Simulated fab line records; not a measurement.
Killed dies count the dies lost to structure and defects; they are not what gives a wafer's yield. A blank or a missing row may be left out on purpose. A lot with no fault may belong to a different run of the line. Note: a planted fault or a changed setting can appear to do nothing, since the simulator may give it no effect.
fab line records -- flow sky130
record: lots: 13, wafers: 39, last_day: 50
route steps=708 shown SONOS_TUNNEL@163 RES_PROTECT@214 CONTACT@407
lots untouched by any fault: they come from a run of this same line in which no faults occurred
start_h: start of the lot's first displayed wafer, in hours after the record's first day -- wait_h: how many hours have passed since the lot's step before this one -- " unchanged from the row above -- L1.1+2: several wafers, shown together as one row -- - either no value or no given start -- * or withheld: withheld -- < > ~ a bound
route shown NAME@n: NAME is a module with steps in the file, n the number in the route of the first one -- usual: mean/standard deviation of fault-free wafers -- same: alike in all rows -- chamber/n: place in a boat -- sites: per-site readings -- _std_site: how widely they spread, as a standard deviation -- _edge_site: inner sites' mean taken away from outer sites' mean -- radius_mm: how far each site lies from the wafer's centre -- mask NAME#n: copy n -- behind: the most recent tool/chamber to have shaped the wafer -- hold: the reason the lot was held/the length of the hold in hours/how it ended -- device: whichever transistor did not switch (one of n, p or np) -- end of line: the same wafers' tests at the end of the route -- a step without rows: its recipe alone -- killed: the dies lost at the first sort to structure and to defects; this is not the yield of the wafer -- map: the dies of a wafer, with x for killed, . for not killed, _ for no die there
set.NAME: setting as actually run; set.NAME@STEP: the setting as run at that earlier step -- model.NAME: the simulator's own value behind a step, which no gauge read
the route's steps for a sample of lots (tables are steps, rows are wafers)
services: the hour from which a tool's chamber was out of use, counted from the record's first day as start_h (under 0 if before that day), plus the number of hours and why
== steps ==
step: SKY_SONOS_TUNNEL_IMPLANT_09
recipe: species: B, energy_kev: 20, dose_cm2: 1e+12, tilt_deg: withheld
usual: dose_ions_cm2: 1e+12/1.1e+09, faraday_current_uA: 5.64/0.11
lot.wafer,tool,chamber,start_h,wait_h,dose_ions_cm2,faraday_current_uA
L623.1,implanter-01,0,255.35,0.0,9.989e+11,5.45
L623.3,implanter-01,0,255.35,0.0,9.988e+11,5.87
L623.4,implanter-01,0,255.35,0.0,9.992e+11,5.81
L624.3,implanter-04,0,266.10,0.1,1.0006e+12,5.68
L624.4,implanter-04,0,266.10,0.1,1.0002e+12,5.71
L624.6,implanter-04,0,266.10,0.1,1.0003e+12,5.56
L628.2,implanter-01,0,291.57,0.0,1.0002e+12,5.70
L628.4,implanter-01,0,291.57,0.0,9.977e+11,5.80
L628.6,implanter-01,0,291.57,0.0,9.996e+11,5.44
L631.1,implanter-01,0,318.14,0.0,9.985e+11,5.77
L631.2,implanter-01,0,318.14,0.0,1.0006e+12,5.88
L631.3,implanter-01,0,318.14,0.0,9.985e+11,5.72
L633.1,implanter-01,0,331.09,0.0,1.6324e+12,9.05
L633.3,implanter-01,0,331.09,0.0,1.629e+12,9.35
L633.5,implanter-01,0,331.09,0.0,1.6292e+12,9.24
L634.2,implanter-01,0,340.97,0.0,1.6316e+12,8.92
L634.4,implanter-01,0,340.97,0.0,1.6307e+12,9.09
L634.6,implanter-01,0,340.97,0.0,1.6313e+12,9.40
L635.2,implanter-02,0,344.02,0.0,1.0002e+12,5.70
L635.4,implanter-02,0,344.02,0.0,9.987e+11,5.59
L635.6,implanter-02,0,344.02,0.0,9.996e+11,5.56
L637.1,implanter-02,0,364.81,0.0,9.994e+11,5.66
L637.2,implanter-02,0,364.81,0.0,1.0024e+12,5.60
L637.6,implanter-02,0,364.81,0.0,9.993e+11,5.63
L640.3,implanter-02,0,384.74,0.1,9.982e+11,5.77
L640.4,implanter-02,0,384.74,0.1,9.988e+11,5.44
L640.6,implanter-02,0,384.74,0.1,9.997e+11,5.52
L641.1,implanter-04,0,387.74,0.0,1.0021e+12,5.65
L641.4,implanter-04,0,387.74,0.0,1.0009e+12,5.57
L641.6,implanter-04,0,387.74,0.0,1.0005e+12,5.45
L643.1,implanter-02,0,410.60,0.0,1e+12,5.39
L643.4,implanter-02,0,410.60,0.0,9.994e+11,5.69
L643.6,implanter-02,0,410.60,0.0,1.0006e+12,5.63
L645.2,implanter-02,0,426.41,0.0,1.0013e+12,5.52
L645.5,implanter-02,0,426.41,0.0,9.996e+11,5.55
L645.6,implanter-02,0,426.41,0.0,1.0007e+12,5.57
L646.2,implanter-01,0,431.92,0.0,1.0007e+12,5.74
L646.3,implanter-01,0,431.92,0.0,9.998e+11,5.67
L646.5,implanter-01,0,431.92,0.0,9.995e+11,5.77
step: SKY_SONOS_TUNNEL_TW_MEAS_12
usual: SONOS_TUNNEL_TW: 196.9/1.2
lot.wafer,tool,chamber,start_h,wait_h,SONOS_TUNNEL_TW
L623.1,film_metro-01,-,255.76,0.0,199.2
L623.3,film_metro-01,-,255.76,0.0,200.1
L623.4,film_metro-01,-,255.76,0.0,200.7
L624.3,film_metro-01,-,266.49,0.0,198.6
L624.4,film_metro-01,-,266.49,0.0,197.4
L624.6,film_metro-01,-,266.49,0.0,198.7
L628.2,film_metro-04,-,291.99,0.0,197.6
L628.4,film_metro-04,-,291.99,0.0,196.9
L628.6,film_metro-04,-,291.99,0.0,196.4
L631.1,film_metro-01,-,318.55,0.0,198.0
L631.2,film_metro-01,-,318.55,0.0,197.7
L631.3,film_metro-01,-,318.55,0.0,197.5
L633.1,film_metro-04,-,331.51,0.0,226.8
L633.3,film_metro-04,-,331.51,0.0,225.5
L633.5,film_metro-04,-,331.51,0.0,226.4
L634.2,film_metro-04,-,341.37,0.0,226.1
L634.4,film_metro-04,-,341.37,0.0,225.6
L634.6,film_metro-04,-,341.37,0.0,225.2
L635.2,film_metro-04,-,344.43,0.0,195.8
L635.4,film_metro-04,-,344.43,0.0,196.3
L635.6,film_metro-04,-,344.43,0.0,196.0
L637.1,film_metro-02,-,365.22,0.0,196.6
L637.2,film_metro-02,-,365.22,0.0,196.5
L637.6,film_metro-02,-,365.22,0.0,197.1
L640.3,film_metro-02,-,385.12,0.0,196.0
L640.4,film_metro-02,-,385.12,0.0,195.6
L640.6,film_metro-02,-,385.12,0.0,196.8
L641.1,film_metro-02,-,388.15,0.0,196.2
L641.4,film_metro-02,-,388.15,0.0,196.1
L641.6,film_metro-02,-,388.15,0.0,196.3
L643.1,film_metro-01,-,411.18,0.0,195.6
L643.4,film_metro-01,-,411.18,0.0,195.8
L643.6,film_metro-01,-,411.18,0.0,196.1
L645.2,film_metro-04,-,426.81,0.0,194.8
L645.5,film_metro-04,-,426.81,0.0,195.8
L645.6,film_metro-04,-,426.81,0.0,196.0
L646.2,film_metro-04,-,432.33,0.0,197.0
L646.3,film_metro-04,-,432.33,0.0,196.3
L646.5,film_metro-04,-,432.33,0.0,198.6
step: SKY_RES_PROTECT_STRIP_07
recipe: chemistry: O2/N2, power_w: 1400, pressure_mtorr: 1500, platen_temp_c: withheld, o2_flow_sccm: 3000, n2_flow_sccm: 300, overash_fraction: 0.5
usual: drypump_motor_current_A: 5.63/0.26, oes_product_au: 0.517/0.0046, strip_time_to_endpoint_s: 23.30/0.042
lot.wafer,tool,chamber,start_h,wait_h,drypump_motor_current_A,oes_product_au,rf_hours_counter_h,strip_time_to_endpoint_s
L623.1,plasma_asher-02,1,349.35,0.1,5.72,0.515,56,23.37
L623.3,plasma_asher-02,1,349.35,0.1,5.72,0.513,-,23.32
L623.4,plasma_asher-02,0,349.35,0.1,6.00,0.518,-,23.34
L624.3,plasma_asher-02,0,361.79,0.1,6.03,0.523,-,23.36
L624.4,plasma_asher-02,1,361.79,0.1,5.73,0.516,-,23.31
L624.6,plasma_asher-02,1,361.79,0.1,5.72,0.514,-,23.36
L628.2,plasma_asher-04,0,387.13,0.1,5.55,0.520,67,23.36
L628.4,plasma_asher-04,1,387.13,0.1,5.15,0.518,-,23.34
L628.6,plasma_asher-04,1,387.13,0.1,5.12,0.516,-,23.40
L631.1,plasma_asher-03,1,417.63,0.1,5.57,0.517,25,23.21
L631.2,plasma_asher-03,0,417.63,0.1,5.51,0.522,25,23.29
L631.3,plasma_asher-03,1,417.63,0.1,5.60,0.513,-,23.24
L634.2,plasma_asher-02,1,438.68,0.1,5.71,0.525,64,23.25
L634.4,plasma_asher-02,0,438.68,0.1,6.01,0.514,-,23.26
L634.6,plasma_asher-02,1,438.68,0.1,5.72,0.506,-,23.28
L635.2,plasma_asher-03,1,443.00,0.1,5.54,0.520,28,23.38
L635.4,plasma_asher-03,1,443.00,0.1,5.56,0.504,-,23.41
L635.6,plasma_asher-03,1,443.00,0.1,5.56,0.509,-,23.39
L637.1,plasma_asher-04,0,468.93,0.1,5.59,0.514,76,23.27
L637.2,plasma_asher-04,1,468.93,0.1,5.15,0.520,76,23.30
L637.6,plasma_asher-04,0,468.93,0.1,5.60,0.517,-,23.30
L640.3,plasma_asher-02,1,489.66,0.1,5.73,0.522,-,23.26
L640.4,plasma_asher-02,0,489.66,0.1,6.01,0.518,-,23.29
L640.6,plasma_asher-02,1,489.66,0.1,5.70,0.522,-,23.28
L641.1,plasma_asher-04,1,491.15,0.1,5.14,0.516,79,23.27
L641.4,plasma_asher-04,0,491.15,0.1,5.56,0.512,-,23.26
L641.6,plasma_asher-04,0,491.15,0.1,5.57,0.518,-,23.29
L643.1,plasma_asher-03,1,513.88,0.1,5.58,0.516,34,23.26
L643.4,plasma_asher-03,0,513.88,0.1,5.51,0.514,-,23.25
L643.6,plasma_asher-03,0,513.88,0.1,5.53,0.505,-,23.24
L645.2,plasma_asher-02,0,528.13,0.1,6.00,0.521,74,23.28
L645.5,plasma_asher-02,1,528.13,0.1,5.71,0.522,-,23.31
L645.6,plasma_asher-02,0,528.13,0.1,6.01,0.519,-,23.32
L646.2,plasma_asher-04,0,537.60,0.1,5.56,0.519,84,23.29
L646.3,plasma_asher-04,1,537.60,0.1,5.15,0.517,-,23.27
L646.5,plasma_asher-04,1,537.60,0.1,5.17,0.516,-,23.30
step: SKY_CONTACT_THK_MEAS_01
recipe: reads: Si3N4_of_CONTACT_CVD_00
usual: CONTACT_CVD_00_THK: 75.3/1.1
lot.wafer,tool,chamber,start_h,wait_h,CONTACT_CVD_00_THK[nm]
L623.1,film_metro-01,-,713.63,-,74.7
L623.3,film_metro-01,-,713.63,-,76.7
L623.4,film_metro-01,-,713.63,-,76.7
L624.3,film_metro-03,-,727.19,-,72.8
L624.4,film_metro-03,-,727.19,-,75.9
L624.6,film_metro-03,-,727.19,-,76.9
L628.2,film_metro-01,-,754.64,-,75.7
L628.4,film_metro-01,-,754.64,-,75.7
L628.6,film_metro-01,-,754.64,-,77.5
L631.1,film_metro-03,-,780.93,-,75.4
L631.2,film_metro-03,-,780.93,-,76.0
L631.3,film_metro-03,-,780.93,-,76.7
L634.2,film_metro-01,-,796.98,-,75.7
L634.4,film_metro-01,-,796.98,-,77.2
L634.6,film_metro-01,-,796.98,-,76.4
L635.2,film_metro-03,-,803.29,-,75.3
L635.4,film_metro-03,-,803.29,-,76.1
L635.6,film_metro-03,-,803.29,-,76.0
L637.1,film_metro-03,-,824.28,-,73.3
L637.2,film_metro-03,-,824.28,-,74.4
L637.6,film_metro-03,-,824.28,-,75.0
L640.3,film_metro-01,-,841.65,-,74.8
L640.4,film_metro-01,-,841.65,-,75.3
L640.6,film_metro-01,-,841.65,-,75.8
L641.1,film_metro-01,-,844.42,-,73.5
L641.4,film_metro-01,-,844.42,-,77.5
L641.6,film_metro-01,-,844.42,-,76.3
L643.1,film_metro-03,-,862.00,-,74.9
L643.4,film_metro-03,-,862.00,-,75.4
L643.6,film_metro-03,-,862.00,-,77.2
L645.2,film_metro-04,-,883.59,-,75.4
L645.5,film_metro-04,-,883.59,-,76.0
L645.6,film_metro-04,-,883.59,-,75.7
L646.2,film_metro-04,-,885.36,-,74.8
L646.3,film_metro-04,-,885.36,-,74.0
L646.5,film_metro-04,-,885.36,-,74.0
step: SKY_CONTACT_CVD_24
recipe: material: W, target_thk_nm: 340, time_s: 102.12, temp_c: 400, pressure_torr: 40
usual: heater_power_outer_w: 567/62, heater_power_w: 913/92
lot.wafer,tool,chamber,start_h,wait_h,heater_power_outer_w,heater_power_w
L623.1,cvd_w-02,0,742.28,0.0,615,992
L623.3,cvd_w-02,0,742.28,0.0,624,961
L623.4,cvd_w-02,1,742.28,0.0,593,879
L624.3,cvd_w-02,0,756.31,0.1,607,1009
L624.4,cvd_w-02,1,756.31,0.1,601,880
L624.6,cvd_w-02,0,756.31,0.1,607,994
L628.2,cvd_w-02,0,782.71,0.0,613,989
L628.4,cvd_w-02,1,782.71,0.0,598,900
L628.6,cvd_w-02,1,782.71,0.0,599,913
L631.1,cvd_w-01,0,809.23,0.0,555,913
L631.2,cvd_w-01,1,809.23,0.0,445,749
L631.3,cvd_w-01,0,809.23,0.0,560,941
L634.2,cvd_w-01,1,824.67,0.0,446,770
L634.4,cvd_w-01,0,824.67,0.0,554,943
L634.6,cvd_w-01,1,824.67,0.0,471,767
L635.2,cvd_w-02,1,830.95,0.0,584,894
L635.4,cvd_w-02,0,830.95,0.0,611,985
L635.6,cvd_w-02,0,830.95,0.0,619,999
L637.1,cvd_w-02,1,851.98,0.0,598,890
L637.2,cvd_w-02,0,851.98,0.0,638,997
L637.6,cvd_w-02,0,851.98,0.0,628,1006
L640.3,cvd_w-01,1,869.47,0.1,461,762
L640.4,cvd_w-01,0,869.47,0.1,558,936
L640.6,cvd_w-01,1,869.47,0.1,459,770
L641.1,cvd_w-01,0,872.16,0.0,551,926
L641.4,cvd_w-01,0,872.16,0.0,553,927
L641.6,cvd_w-01,0,872.16,0.0,564,932
L643.1,cvd_w-02,0,889.52,0.0,624,1024
L643.4,cvd_w-02,1,889.52,0.0,598,899
L643.6,cvd_w-02,0,889.52,0.0,634,1023
L645.2,cvd_w-02,0,910.66,0.1,610,1019
L645.5,cvd_w-02,0,910.66,0.1,631,1019
L645.6,cvd_w-02,0,910.66,0.1,635,1004
L646.2,cvd_w-02,0,911.92,0.1,617,1003
L646.3,cvd_w-02,0,911.92,0.1,623,1030
L646.5,cvd_w-02,0,911.92,0.1,617,1005
== services ==
tool,chamber,start_h,hours,kind
implanter-02,-,306.82,3.0,repair
implanter-02,-,316.51,4.7,repair
implanter-01,-,319.02,2.4,repair
implanter-02,-,321.23,3.6,pm
cvd_w-02,1,354.06,6.1,repair
plasma_asher-02,-,364.16,6.9,repair
implanter-02,-,377.58,1.5,repair
cvd_w-02,-,390.00,14.0,pm
plasma_asher-02,-,414.82,3.0,repair
cvd_w-02,-,446.75,0.5,repair
implanter-01,-,459.53,5.6,repair
implanter-01,-,537.30,3.3,repair
cvd_w-02,-,603.35,6.9,pm
cvd_w-02,-,625.76,2.8,pm
implanter-01,-,642.56,4.0,pm
cvd_w-02,0,643.31,7.2,repair
implanter-01,-,649.61,5.9,repair
implanter-01,-,665.47,1.9,repair
implanter-01,-,702.02,3.2,pm
cvd_w-02,-,782.85,0.9,repair
implanter-01,-,823.37,3.0,repair
cvd_w-02,-,839.45,1.7,repair
cvd_w-02,1,900.02,12.1,repair
implanter-01,-,902.19,89.2,pm
== key ==
first_sign: step: SKY_SONOS_TUNNEL_IMPLANT_09, reading: dose_ions_cm2, direction: up, sigmas: 99+, usual: *, struck: *
effect: step: SKY_SONOS_TUNNEL_IMPLANT_09, reading: faraday_current_uA, direction: up, sigmas: 32, usual: 5.64, struck: 9.18
effect: step: SKY_SONOS_TUNNEL_TW_MEAS_12, reading: SONOS_TUNNEL_TW, direction: up, sigmas: 24, usual: 196.9, struck: 226.0
met_at SKY_SONOS_TUNNEL_IMPLANT_09
struck_lots L633,L634
rows_end L633.1,L633.3,L633.5
tester_left_out L634
not_acting_at SKY_RES_PROTECT_STRIP_07,SKY_CONTACT_THK_MEAS_01,SKY_CONTACT_CVD_24
onset_between 318.14 331.09
fault: kind: process_parameter_drift, tool: implanter-01, chamber: -, onset_h: 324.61, steps: SKY_SONOS_TUNNEL_IMPLANT_09, channel: dose_cm2, offset: *, shape: step, end_h: 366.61, acts_in: *, stated: *
tester_left_out: of these lots the tester's yield and bins aren't shown, on N5 and GAA mostly nor the transistor test; their killed dies are dies lost to structure and defects alone, not to doping, threshold or leakage, so they don't give the yield
rows_end: these wafers met a further fault down the route, and their rows from its step on are left out
